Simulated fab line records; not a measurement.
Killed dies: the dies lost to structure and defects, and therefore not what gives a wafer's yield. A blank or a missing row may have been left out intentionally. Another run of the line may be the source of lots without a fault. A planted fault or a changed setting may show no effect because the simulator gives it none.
fab line records	flow sky130
[record] lots = 5	wafers = 15	last_day = 49
route steps=708 shown VT_ADJUST_LVTN@111 VT_ADJUST_NCORE@119 VT_ADJUST_HVTR@131 VT_ADJUST_PCH@143 PAD_OPEN@708
lots with no fault: from the same line, run without faults
start_h: the number of hours between the record's first day and the start of the first shown wafer of the lot	wait_h: hours since the lot's step before	" repeats the value in the row above	L1.1+2: one row covering several wafers at once	- either no value or no given start	* or withheld: withheld	< > ~ a bound
route shown NAME@n: a module of which the file shows steps, and the number in the route of the first	usual: mean/standard deviation of fault-free wafers	same: alike in all rows	chamber/n: place in a boat	sites: the reading at each site	_std_site: their standard deviation	_edge_site: the outer-site mean with the inner-site mean subtracted	radius_mm: how far each site lies from the wafer's centre	mask NAME#n: copy n	behind: the last tool/chamber to shape the wafer	hold: the reason the lot was held/the length of the hold in hours/how it ended	device: names the non-switching transistor (n, p or np)	end of line: the route-end tests of the same wafers	a step given without rows: its recipe and nothing more	killed: dies lost to structure and defects at the first sort, not the wafer's yield	map: shows each die of a wafer: x if killed, . if not, _ if none is there
set.NAME: the setting that was run; set.NAME@STEP: the one run at that earlier step	model.NAME: the simulator's own value behind a step, which no gauge read
certain route steps with their lots: each step a table, each wafer a row
services: from which hour (start_h, from the record's first day; less than 0 if before it) a tool's chamber was out of use, for how many hours, and why
[[steps]]
[step SKY_VT_ADJUST_LVTN_SOFTBAKE_14]
[recipe] temp_c = 90	time_s = 60	resist = NOVOLAK
[step SKY_VT_ADJUST_LVTN_EXPOSE_15]
[recipe] mask_id = HVN_STD_DERIVED	na = 0.6	source_shape = conventional	sigma_outer = 0.6	polarization = unpolarized	target_cd_nm = 600	dose_mj = 163
[step SKY_VT_ADJUST_LVTN_PEB_16]
[recipe] temp_c = withheld	time_s = *	resist = NOVOLAK
[step SKY_VT_ADJUST_LVTN_DEVELOP_17]
[recipe] resist = NOVOLAK	developer = TMAH	develop_time_s = 60	dev_temp_c = 23
[step SKY_VT_ADJUST_LVTN_OVL_MEAS_18]
[usual] VT_ADJUST_LVTN_01_OVL = -0.6/1.6
lot.wafer	tool	chamber	start_h	wait_h	VT_ADJUST_LVTN_01_OVL[nm]
L222.3	overlay-02	-	219.01	0.1	0.9
L222.5	"	-	"	"	0.7
L222.6	"	-	"	"	1.1
L223.1	overlay-02	-	228.55	0.1	-1.2
L223.2	"	-	"	"	-0.6
L223.4	"	-	"	"	0.2
L226.1	overlay-02	-	248.26	0.1	0.3
L226.4	"	-	"	"	0.1
L226.6	"	-	"	"	-1.3
L231.2	overlay-02	-	279.87	0.1	-0.8
L231.4	"	-	"	"	-0.2
L231.6	"	-	"	"	0.6
L233.3	overlay-01	-	300.77	0.1	-2.1
L233.4	"	-	"	"	-0.2
L233.6	"	-	"	"	-0.7
[step SKY_VT_ADJUST_LVTN_IMPLANT_19]
[recipe] species = B	energy_kev = 30	dose_cm2 = 6.5e+11	tilt_deg = withheld
[step SKY_VT_ADJUST_LVTN_STRIP_20]
[recipe] chemistry = O2/N2	power_w = 1400	pressure_mtorr = 1500	platen_temp_c = withheld	o2_flow_sccm = 3000	n2_flow_sccm = 300	overash_fraction = 0.5
[usual] drypump_motor_current_A = 5.80/0.21	n2_flow_sccm = 300.1/0.93	oes_product_au = 0.716/0.005	strip_time_to_endpoint_s = 14.19/0.039
lot.wafer	tool	chamber	start_h	wait_h	drypump_motor_current_A	n2_flow_sccm	oes_product_au	rf_hours_counter_h	strip_time_to_endpoint_s
L222.3	plasma_asher-02	0	219.22	0.1	5.67	297.7	0.712	-	14.12
L222.5	"	1	"	"	5.89	301.0	0.717	-	14.15
L222.6	"	0	"	"	5.67	297.2	0.718	-	14.18
L223.1	plasma_asher-02	1	228.74	0.1	5.88	298.8	0.725	57	14.18
L223.2	"	0	"	"	5.68	299.6	0.723	57	14.18
L223.4	"	0	"	"	5.69	300.4	0.715	-	14.19
L226.1	plasma_asher-03	1	248.45	0.1	6.25	300.1	0.717	45	14.18
L226.4	"	0	"	"	5.60	299.4	0.710	-	14.19
L226.6	"	0	"	"	5.61	298.5	0.712	-	14.21
L231.2	plasma_asher-01	1	280.05	0.1	5.75	301.8	0.721	59	14.21
L231.4	"	1	"	"	5.76	300.6	0.714	-	14.18
L231.6	"	0	"	"	5.67	300.7	0.717	-	14.18
L233.3	plasma_asher-02	0	300.98	0.1	5.70	300.4	0.720	-	14.16
L233.4	"	1	"	"	5.89	299.1	0.718	-	14.19
L233.6	"	1	"	"	5.88	300.9	0.721	-	14.21
[step SKY_VT_ADJUST_LVTN_TW_MEAS_21]
[usual] VT_ADJUST_LVTN_2_TW = 189.8/1
lot.wafer	tool	chamber	start_h	wait_h	VT_ADJUST_LVTN_2_TW
L222.3	film_metro-01	-	219.31	0.1	188.2
L222.5	"	-	"	"	188.9
L222.6	"	-	"	"	189.1
L223.1	film_metro-03	-	228.84	0.1	190.0
L223.2	"	-	"	"	190.9
L223.4	"	-	"	"	189.2
L226.1	film_metro-04	-	248.55	0.1	190.9
L226.4	"	-	"	"	189.9
L226.6	"	-	"	"	190.0
L231.2	film_metro-03	-	280.16	0.1	189.5
L231.4	"	-	"	"	189.5
L231.6	"	-	"	"	188.1
L233.3	film_metro-03	-	301.07	0.1	189.7
L233.4	"	-	"	"	188.6
L233.6	"	-	"	"	189.2
[step SKY_VT_ADJUST_NCORE_DEHYDRATE_00]
[recipe] temp_c = 200	time_s = 60
[step SKY_VT_ADJUST_NCORE_HMDS_01]
[recipe] prime_time_s = 60	prime_temp_c = 120
[step SKY_VT_ADJUST_NCORE_COAT_02]
[recipe] resist = NOVOLAK	spin_rpm = 3000	resist_thk_nm = 1140
[step SKY_VT_ADJUST_NCORE_SOFTBAKE_03]
[recipe] temp_c = 90	time_s = 60	resist = NOVOLAK
[step SKY_VT_ADJUST_NCORE_EXPOSE_04]
[recipe] mask_id = LVTN_COMPLEMENT_THIN	na = 0.6	source_shape = conventional	sigma_outer = 0.6	polarization = unpolarized	target_cd_nm = 380	dose_mj = 139
lot.wafer	tool	chamber	start_h	wait_h	mask
L222.3+5+6	iline_stepper-02	0	230.75	-	LVTN_COMPLEMENT_THIN#0
L223.1+2+4	iline_stepper-01	0	240.14	-	LVTN_COMPLEMENT_THIN#0
L226.1+4+6	iline_stepper-01	0	260.62	-	HVTRM#0
L231.2+4+6	iline_stepper-02	0	292.03	-	LVTN_COMPLEMENT_THIN#0
L233.3+4+6	iline_stepper-02	0	313.98	-	LVTN_COMPLEMENT_THIN#0
[step SKY_VT_ADJUST_NCORE_PEB_05]
[recipe] temp_c = withheld	time_s = *	resist = NOVOLAK
[step SKY_VT_ADJUST_NCORE_DEVELOP_06]
[recipe] resist = NOVOLAK	developer = TMAH	develop_time_s = 60	dev_temp_c = 23
[step SKY_VT_ADJUST_NCORE_CD_MEAS_07]
[recipe] target_cd_nm = 380
[usual] cd_nm = 380.0/2.4
lot.wafer	tool	chamber	start_h	wait_h	cd_nm
L222.3	cd_sem-02	-	242.01	0.1	380.3
L222.5	"	-	"	"	377.5
L222.6	"	-	"	"	380.4
L223.1	cd_sem-02	-	251.44	0.1	383.5
L223.2	"	-	"	"	383.0
L223.4	"	-	"	"	380.9
L226.1	cd_sem-02	-	272.04	0.1	-
L226.4	"	-	"	"	-
L226.6	"	-	"	"	-
L231.2	cd_sem-01	-	303.98	0.1	380.7
L231.4	"	-	"	"	380.4
L231.6	"	-	"	"	382.7
L233.3	cd_sem-02	-	327.28	0.1	378.8
L233.4	"	-	"	"	377.7
L233.6	"	-	"	"	379.1
[step SKY_VT_ADJUST_NCORE_OVL_MEAS_08]
[usual] VT_ADJUST_NCORE_OVL = -0.3/1.6
lot.wafer	tool	chamber	start_h	wait_h	VT_ADJUST_NCORE_OVL[nm]
L222.3	overlay-02	-	242.11	0.1	-0.3
L222.5	"	-	"	"	0.3
L222.6	"	-	"	"	-0.4
L223.1	overlay-02	-	251.56	0.1	-0.2
L223.2	"	-	"	"	-1.0
L223.4	"	-	"	"	-2.3
L226.1	overlay-02	-	272.16	0.1	-
L226.4	"	-	"	"	-
L226.6	"	-	"	"	-
L231.2	overlay-01	-	304.09	0.1	2.2
L231.4	"	-	"	"	2.1
L231.6	"	-	"	"	2.1
L233.3	overlay-02	-	327.38	0.1	-2.1
L233.4	"	-	"	"	0.2
L233.6	"	-	"	"	-1.8
[step SKY_VT_ADJUST_NCORE_IMPLANT_09]
[recipe] species = B	energy_kev = 10	dose_cm2 = 2.4e+12	tilt_deg = withheld
[step SKY_VT_ADJUST_NCORE_STRIP_10]
[recipe] chemistry = O2/N2	power_w = 1400	pressure_mtorr = 1500	platen_temp_c = withheld	o2_flow_sccm = 3000	n2_flow_sccm = 300	overash_fraction = 0.5
[usual] drypump_motor_current_A = 5.81/0.12	n2_flow_sccm = 300.0/0.82	oes_product_au = 0.716/0.0049	strip_time_to_endpoint_s = 14.19/0.041
lot.wafer	tool	chamber	start_h	wait_h	drypump_motor_current_A	n2_flow_sccm	oes_product_au	rf_hours_counter_h	strip_time_to_endpoint_s
L222.3	plasma_asher-04	1	242.31	0.1	5.92	300.2	0.720	-	14.21
L222.5	"	1	"	"	5.90	300.1	0.717	-	14.25
L222.6	"	0	"	"	5.93	298.8	0.722	-	14.20
L223.1	plasma_asher-04	1	251.75	0.1	5.93	300.3	0.713	13	14.21
L223.2	"	0	"	"	5.94	300.2	0.715	13	14.23
L223.4	"	0	"	"	5.93	299.1	0.712	-	14.20
L226.1	plasma_asher-01	1	272.35	0.1	5.76	300.4	0.710	59	14.21
L226.4	"	1	"	"	5.74	301.0	0.714	-	14.20
L226.6	"	0	"	"	5.62	300.9	0.713	-	14.20
L231.2	plasma_asher-01	1	304.27	0.1	5.75	301.8	0.714	62	14.20
L231.4	"	1	"	"	5.76	301.3	0.717	-	14.21
L231.6	"	1	"	"	5.75	301.5	0.721	-	14.19
L233.3	plasma_asher-04	0	327.58	0.1	5.93	298.8	0.716	-	14.18
L233.4	"	1	"	"	5.94	300.0	0.719	-	14.16
L233.6	"	0	"	"	5.93	299.0	0.714	-	14.15
[step SKY_VT_ADJUST_NCORE_TW_MEAS_11]
[usual] VT_ADJUST_NCORE_TW = 220.9/1.3
lot.wafer	tool	chamber	start_h	wait_h	VT_ADJUST_NCORE_TW
L222.3	film_metro-04	-	242.40	0.1	221.5
L222.5	"	-	"	"	221.8
L222.6	"	-	"	"	223.0
L223.1	film_metro-02	-	251.85	0.1	219.9
L223.2	"	-	"	"	218.6
L223.4	"	-	"	"	219.9
L226.1	film_metro-03	-	272.45	0.1	30.3
L226.4	"	-	"	"	30.3
L226.6	"	-	"	"	30.1
L231.2	film_metro-02	-	304.38	0.1	220.8
L231.4	"	-	"	"	221.3
L231.6	"	-	"	"	222.7
L233.3	film_metro-03	-	327.67	0.1	220.5
L233.4	"	-	"	"	220.3
L233.6	"	-	"	"	220.2
[step SKY_VT_ADJUST_HVTR_DEHYDRATE_00]
[recipe] temp_c = 200	time_s = 60
[step SKY_VT_ADJUST_HVTR_HMDS_01]
[recipe] prime_time_s = 60	prime_temp_c = 120
[step SKY_VT_ADJUST_HVTR_COAT_02]
[recipe] resist = NOVOLAK	spin_rpm = 3000	resist_thk_nm = 1140
[step SKY_VT_ADJUST_HVTR_SOFTBAKE_03]
[recipe] temp_c = 90	time_s = 60	resist = NOVOLAK
[step SKY_VT_ADJUST_HVTR_EXPOSE_04]
[recipe] mask_id = HVTRM	target_cd_nm = 380	na = 0.6	source_shape = conventional	sigma_outer = 0.6	dose_mj = 150
[step SKY_VT_ADJUST_HVTR_PEB_05]
[recipe] temp_c = withheld	time_s = *	resist = NOVOLAK
[step SKY_VT_ADJUST_HVTR_DEVELOP_06]
[recipe] develop_time_s = 60	dev_temp_c = 23
[step SKY_VT_ADJUST_HVTR_CD_MEAS_07]
[recipe] target_cd_nm = 380
[usual] cd_nm = 380/3.4
lot.wafer	tool	chamber	start_h	wait_h	cd_nm
L222.3	cd_sem-02	-	266.53	0.1	378
L222.5	"	-	"	"	381
L222.6	"	-	"	"	379
L223.1	cd_sem-01	-	275.80	0.1	378
L223.2	"	-	"	"	377
L223.4	"	-	"	"	378
L226.1	cd_sem-01	-	296.75	0.1	382
L226.4	"	-	"	"	382
L226.6	"	-	"	"	380
L231.2	cd_sem-02	-	330.96	0.1	386
L231.4	"	-	"	"	387
L231.6	"	-	"	"	386
L233.3	cd_sem-01	-	354.01	0.1	374
L233.4	"	-	"	"	374
L233.6	"	-	"	"	373
[step SKY_VT_ADJUST_HVTR_OVL_MEAS_08]
[usual] VT_ADJUST_HVTR_OVL = 1.1/1.5
lot.wafer	tool	chamber	start_h	wait_h	VT_ADJUST_HVTR_OVL[nm]
L222.3	overlay-01	-	266.63	0.1	1.5
L222.5	"	-	"	"	1.9
L222.6	"	-	"	"	1.2
L223.1	overlay-01	-	275.92	0.1	3.4
L223.2	"	-	"	"	1.5
L223.4	"	-	"	"	0.9
L226.1	overlay-02	-	296.87	0.1	-2.0
L226.4	"	-	"	"	-0.1
L226.6	"	-	"	"	-1.0
L231.2	overlay-01	-	331.07	0.1	1.8
L231.4	"	-	"	"	1.1
L231.6	"	-	"	"	-0.6
L233.3	overlay-01	-	354.11	0.1	1.5
L233.4	"	-	"	"	-0.9
L233.6	"	-	"	"	2.1
[step SKY_VT_ADJUST_HVTR_IMPLANT_09]
[recipe] species = B	energy_kev = 10	dose_cm2 = 2.1e+12	tilt_deg = withheld
[step SKY_VT_ADJUST_HVTR_STRIP_10]
[recipe] chemistry = O2/N2	power_w = 1400	pressure_mtorr = 1500	platen_temp_c = withheld	o2_flow_sccm = 3000	n2_flow_sccm = 300	overash_fraction = 0.5
[usual] drypump_motor_current_A = 5.89/0.22	n2_flow_sccm = 300.0/0.94	oes_product_au = 0.716/0.0046	strip_time_to_endpoint_s = 14.21/0.036
lot.wafer	tool	chamber	start_h	wait_h	drypump_motor_current_A	n2_flow_sccm	oes_product_au	rf_hours_counter_h	strip_time_to_endpoint_s
L222.3	plasma_asher-03	1	266.83	0.1	6.26	300.8	0.714	-	14.23
L222.5	"	0	"	"	5.59	299.1	0.716	-	14.23
L222.6	"	1	"	"	6.27	300.3	0.712	-	14.24
L223.1	plasma_asher-03	1	276.11	0.1	6.26	299.7	0.713	48	14.24
L223.2	"	0	"	"	5.60	299.0	0.716	48	14.26
L223.4	"	0	"	"	5.62	297.8	0.714	-	14.23
L226.1	plasma_asher-03	1	297.06	0.1	6.26	299.4	0.709	50	14.16
L226.4	"	0	"	"	5.65	300.2	0.719	-	14.20
L226.6	"	0	"	"	5.61	302.5	0.718	-	14.17
L231.2	plasma_asher-04	1	331.25	0.1	5.94	299.8	0.716	21	14.22
L231.4	"	1	"	"	5.93	300.1	0.707	-	14.22
L231.6	"	1	"	"	5.91	299.9	0.718	-	14.20
L233.3	plasma_asher-04	0	354.31	0.1	5.93	300.2	0.710	-	14.22
L233.4	"	1	"	"	5.94	300.3	0.722	-	14.26
L233.6	"	0	"	"	5.91	299.5	0.710	-	14.23
[step SKY_VT_ADJUST_HVTR_TW_MEAS_11]
[usual] VT_ADJUST_HVTR_TW = 212.3/1.3
lot.wafer	tool	chamber	start_h	wait_h	VT_ADJUST_HVTR_TW
L222.3	film_metro-04	-	266.92	0.1	215.5
L222.5	"	-	"	"	215.1
L222.6	"	-	"	"	214.6
L223.1	film_metro-01	-	276.21	0.1	210.7
L223.2	"	-	"	"	210.5
L223.4	"	-	"	"	210.9
L226.1	film_metro-02	-	297.16	0.1	264.0
L226.4	"	-	"	"	265.3
L226.6	"	-	"	"	265.3
L231.2	film_metro-02	-	331.36	0.1	212.4
L231.4	"	-	"	"	211.7
L231.6	"	-	"	"	212.1
L233.3	film_metro-01	-	354.40	0.1	211.8
L233.4	"	-	"	"	212.9
L233.6	"	-	"	"	211.4
[step SKY_VT_ADJUST_PCH_DEHYDRATE_00]
[recipe] temp_c = 200	time_s = 60
[step SKY_PAD_OPEN_PROBE_99]
[usual] killed_at_M0_to_M3 = 43/7.7	killed_at_M4_up = 2.9/1.9	killed_at_contacts = 24/5.9	killed_at_front_end = 16/5.1	killed_at_other = 0.3/0.63	killed_dies = 86/10	killed_on_rim = 16/3.6	killed_open = 47/7.6	killed_short = 39/6.8
[same] gross_dies = 492	killed_at_back_side = 0
lot.wafer	tool	chamber	start_h	wait_h	killed_at_M0_to_M3	killed_at_M4_up	killed_at_contacts	killed_at_front_end	killed_at_other	killed_dies	killed_on_rim	killed_open	killed_short	model.etest.pfet_16v.r_on_ohm_um	model.etest.nfet_16v.r_on_ohm_um	model.etest.pfet_g5v0d10v5.r_on_ohm_um	model.etest.tip_p.rs_ohm_sq	model.etest.pfet_01v8.r_on_ohm_um	model.etest.res_pwell_under_gate.rs_ohm_sq	model.etest.nfet_g5v0d10v5.r_on_ohm_um	model.etest.tip_p_5v.rs_ohm_sq
L222.3	prober-02	-	1126.04	0.2	43	2	31	17	0	93	20	44	49	1.513e+04	1.399e+04	4836	6900	2938	2282	1863	2868
L222.5	prober-02	-	1126.14	0.2	50	3	21	17	0	91	15	54	37	1.514e+04	1.413e+04	4779	6871	2960	2282	1874	2846
L222.6	prober-02	-	1126.19	0.2	45	3	40	21	0	109	19	48	59	1.517e+04	1.402e+04	4711	6808	2963	2278	1861	2855
L223.1	prober-01	-	1134.89	0.1	53	2	34	23	0	112	12	68	42	1.549e+04	1.402e+04	4789	6997	2933	2276	1891	2883
L223.2	prober-01	-	1134.94	0.1	42	1	34	23	0	100	17	56	44	1.511e+04	1.396e+04	4802	6987	2994	2290	1879	2869
L223.4	prober-01	-	1135.04	0.2	41	2	23	11	0	77	18	49	28	1.516e+04	1.394e+04	4683	7006	2881	2282	1848	2886
L226.1	prober-02	-	1147.76	0.1	49	1	22	420	0	492	96	44	39	1.818e+04	1.111e+04	5945	7719	3355	2600	1571	3051
L226.4	prober-02	-	1147.91	0.2	41	0	26	424	1	492	96	41	44	1.794e+04	1.117e+04	5940	7769	3470	2606	1594	3040
L226.6	prober-02	-	1148.01	0.2	43	5	25	418	1	492	96	58	31	1.802e+04	1.121e+04	5971	7710	3468	2610	1574	3034
L231.2	prober-01	-	1168.59	0.1	41	4	17	10	2	74	18	36	37	1.49e+04	1.42e+04	4784	6990	2948	2301	1881	2844
L231.4	prober-01	-	1168.69	0.2	32	2	25	19	2	80	12	49	31	1.523e+04	1.421e+04	4780	6918	2917	2308	1887	2848
L231.6	prober-01	-	1168.79	0.2	42	1	27	13	1	84	17	45	38	1.531e+04	1.436e+04	4849	6988	3063	2322	1935	2832
L233.3	prober-01	-	1184.01	0.2	42	4	25	21	1	93	15	50	43	1.594e+04	1.433e+04	4772	6952	2897	2288	1919	2854
L233.4	prober-01	-	1184.06	0.2	56	4	18	20	0	98	17	46	52	1.551e+04	1.448e+04	4837	6937	2907	2309	1933	2862
L233.6	prober-01	-	1184.16	0.2	48	4	19	17	0	88	18	42	46	1.598e+04	1.45e+04	4797	6946	2876	2303	1919	2878
// killed by level:class
L222.3 CONTACT:geometric_particle:open=9 METAL1:geometric_particle:short=8 FIELD_ISO:geometric_particle:open=7 VIA3:geometric_particle:open=6 CONTACT:geometric_particle:short=6 VIA1:geometric_particle:open=6 VIA1:geometric_particle:short=6 VIA2:geometric_particle:open=6
L222.5 VIA1:geometric_particle:open=11 CONTACT:geometric_particle:open=10 VIA3:geometric_particle:open=9 METAL1:geometric_particle:short=8 VIA2:geometric_particle:open=8 FIELD_ISO:geometric_particle:open=6 POLY_GATE:geometric_particle:short=5 LI_CONTACT:geometric_particle:open=5
L222.6 CONTACT:geometric_particle:open=9 LI_CONTACT:geometric_particle:short=8 LI_CONTACT:geometric_particle:open=8 CONTACT:geometric_particle:short=8 VIA1:geometric_particle:open=7 LOCAL_INTERCONNECT:geometric_particle:short=7 METAL1:geometric_particle:short=7 METAL2:geometric_particle:short=7
L223.1 CONTACT:geometric_particle:open=16 LI_CONTACT:geometric_particle:open=11 VIA1:geometric_particle:open=11 POLY_GATE:geometric_particle:short=8 VIA2:geometric_particle:open=8 POLY_GATE:geometric_particle:open=6 METAL1:geometric_particle:short=6 VIA2:geometric_particle:short=5
L223.2 CONTACT:geometric_particle:open=12 VIA1:geometric_particle:open=11 LI_CONTACT:geometric_particle:open=10 POLY_GATE:geometric_particle:short=9 VIA3:geometric_particle:open=9 FIELD_ISO:geometric_particle:open=5 METAL2:geometric_particle:short=5 LI_CONTACT:geometric_particle:short=4
L223.4 VIA1:geometric_particle:open=12 CONTACT:geometric_particle:open=9 VIA3:geometric_particle:open=6 LI_CONTACT:geometric_particle:open=5 CONTACT:geometric_particle:short=5 VIA2:geometric_particle:open=5 POLY_GATE:geometric_particle:short=4 METAL2:geometric_particle:short=4
L226.1 VT_ADJUST_NCORE:area_expose=409 VIA1:geometric_particle:open=8 LI_CONTACT:geometric_particle:open=8 VIA3:geometric_particle:open=8 VIA1:geometric_particle:short=7 METAL1:geometric_particle:short=7 VIA2:geometric_particle:open=7 FIELD_ISO:geometric_particle:short=6
L226.4 VT_ADJUST_NCORE:area_expose=407 METAL2:geometric_particle:short=8 VIA3:geometric_particle:open=7 VIA1:geometric_particle:open=7 LI_CONTACT:geometric_particle:open=6 CONTACT:geometric_particle:open=6 VIA1:geometric_particle:short=6 CONTACT:geometric_particle:short=5
L226.6 VT_ADJUST_NCORE:area_expose=403 VIA1:geometric_particle:open=14 LI_CONTACT:geometric_particle:open=10 FIELD_ISO:geometric_particle:open=7 CONTACT:geometric_particle:open=7 VIA2:geometric_particle:open=6 CONTACT:geometric_particle:short=5 METAL1:geometric_particle:short=5
L231.2 VIA1:geometric_particle:open=10 METAL1:geometric_particle:short=7 VIA3:geometric_particle:open=6 FIELD_ISO:geometric_particle:open=5 METAL3:geometric_particle:short=4 CONTACT:geometric_particle:open=4 VIA2:geometric_particle:open=4 METAL4:geometric_particle:short=4
L231.4 CONTACT:geometric_particle:open=10 VIA2:geometric_particle:open=8 VIA1:geometric_particle:open=6 FIELD_ISO:geometric_particle:short=5 POLY_GATE:geometric_particle:open=5 VIA3:geometric_particle:open=5 FIELD_ISO:geometric_particle:open=4 LOCAL_INTERCONNECT:geometric_particle:open=4
L231.6 CONTACT:geometric_particle:open=13 VIA1:geometric_particle:open=12 VIA1:geometric_particle:short=6 CONTACT:geometric_particle:short=5 VIA2:geometric_particle:open=5 VIA3:geometric_particle:open=5 FIELD_ISO:geometric_particle:open=4 POLY_GATE:geometric_particle:short=4
L233.3 VIA2:geometric_particle:open=9 VIA1:geometric_particle:open=8 LI_CONTACT:geometric_particle:open=7 CONTACT:geometric_particle:open=7 POLY_GATE:geometric_particle:short=6 LOCAL_INTERCONNECT:geometric_particle:short=6 METAL1:geometric_particle:short=6 METAL2:geometric_particle:short=5
L233.4 VIA1:geometric_particle:open=19 VIA1:geometric_particle:short=10 POLY_GATE:geometric_particle:short=6 LOCAL_INTERCONNECT:geometric_particle:short=6 CONTACT:geometric_particle:open=6 METAL1:geometric_particle:short=6 VIA3:geometric_particle:open=6 METAL2:geometric_particle:short=6
L233.6 VIA1:geometric_particle:open=10 METAL2:geometric_particle:short=9 VIA2:geometric_particle:open=7 LOCAL_INTERCONNECT:geometric_particle:short=5 VIA1:geometric_particle:short=5 VIA3:geometric_particle:open=5 FIELD_ISO:geometric_particle:short=4 METAL1:geometric_particle:short=4
// map L226.1 (x killed, . not)
__________xxxxxxxxxx_________
________xxxxxxxxxxxxxx_______
______xxxxxxxxxxxxxxxxxx_____
_____xxxxxxxxxxxxxxxxxxxx____
____xxxxxxxxxxxxxxxxxxxxxx___
___xxxxxxxxxxxxxxxxxxxxxxxx__
__xxxxxxxxxxxxxxxxxxxxxxxxxx_
_xxxxxxxxxxxxxxxxxxxxxxxxxxxx
_xxxxxxxxxxxxxxxxxxxxxxxxxxxx
_xxxxxxxxxxxxxxxxxxxxxxxxxxxx
_xxxxxxxxxxxxxxxxxxxxxxxxxxxx
_xxxxxxxxxxxxxxxxxxxxxxxxxxxx
_xxxxxxxxxxxxxxxxxxxxxxxxxxxx
_xxxxxxxxxxxxxxxxxxxxxxxxxxxx
_xxxxxxxxxxxxxxxxxxxxxxxxxxxx
__xxxxxxxxxxxxxxxxxxxxxxxxxx_
___xxxxxxxxxxxxxxxxxxxxxxxx__
____xxxxxxxxxxxxxxxxxxxxxx___
_____xxxxxxxxxxxxxxxxxxxx____
______xxxxxxxxxxxxxxxxxx_____
________xxxxxxxxxxxxxx_______
__________xxxxxxxxxx_________
// map L223.1 (x killed, . not)
__________.........._________
________......x.x.x..._______
______.......x..x...xxx._____
_____.x.........x.x..xx..____
____.....x......x......x..___
___..x.x.....x......x......__
__xxxxx.....x.x.x......x...._
_..x..x..........x..x.x......
_..x..xx...x.x......x.....xx.
_x..xx..x...x......x....x...x
_.x...x.xx..x....x..x.x....x.
_x......x.....x...x.x..x...x.
_.......x...xx....xx.........
_...x..x.....x.....x..xx.x..x
_..xx....x......x............
__...x....x.....x.x..x..x..x_
___........x..xx......xx...__
____...x...x....xx....xx.x___
_____..x....xx.....xx.x..____
______.x..x..x.........._____
________...x.........._______
__________.........._________
[[services]]
tool	chamber	start_h	hours	kind
plasma_asher-02	-	214.77	4.3	pm
plasma_asher-03	-	222.11	1.9	repair
iline_stepper-01	-	253.03	1.7	pm
iline_stepper-02	-	254.74	1.7	pm
iline_stepper-01	0	264.55	-	calibration
plasma_asher-02	-	277.96	14.2	repair
plasma_asher-01	-	310.42	0.4	repair
[[key]]
[first_sign] step = SKY_VT_ADJUST_NCORE_EXPOSE_04	reading = mask	direction = changed
[effect] step = SKY_VT_ADJUST_NCORE_CD_MEAS_07	reading = cd_nm	direction = missing
[effect] step = SKY_VT_ADJUST_NCORE_OVL_MEAS_08	reading = VT_ADJUST_NCORE_OVL	direction = missing
[effect] step = SKY_VT_ADJUST_NCORE_TW_MEAS_11	reading = VT_ADJUST_NCORE_TW	direction = down	sigmas = 99+	usual = 220.9	struck = 30.2
[effect] step = SKY_VT_ADJUST_HVTR_TW_MEAS_11	reading = VT_ADJUST_HVTR_TW	direction = up	sigmas = 40	usual = 212.3	struck = 264.8
[effect] step = SKY_PAD_OPEN_PROBE_99	reading = killed_at_front_end	direction = up	sigmas = 80	usual = 16	struck = 421
[model_effect] step = SKY_PAD_OPEN_PROBE_99	value = etest.pfet_16v.r_on_ohm_um	without = 1.468e+04	struck = 1.805e+04
[more_kills_born_at] SKY_VT_ADJUST_NCORE_EXPOSE_04@iline_stepper-01 = 1219
met_at SKY_VT_ADJUST_NCORE_EXPOSE_04
struck_wafers L226.1,L226.4,L226.6
tester_left_out L226
onset_between 240.14 260.62
[fault] kind = wrong_mask	tool = any	chamber = -	onset_h = 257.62	steps = SKY_VT_ADJUST_NCORE_EXPOSE_04	aux_copy = HVTRM#0	scope = struck_lots_only
// tester_left_out: of these lots the tester's yield and bins aren't shown, on N5 and GAA mostly nor the transistor test; their killed dies are dies lost to structure and defects alone, not to doping, threshold or leakage, so they don't give the yield
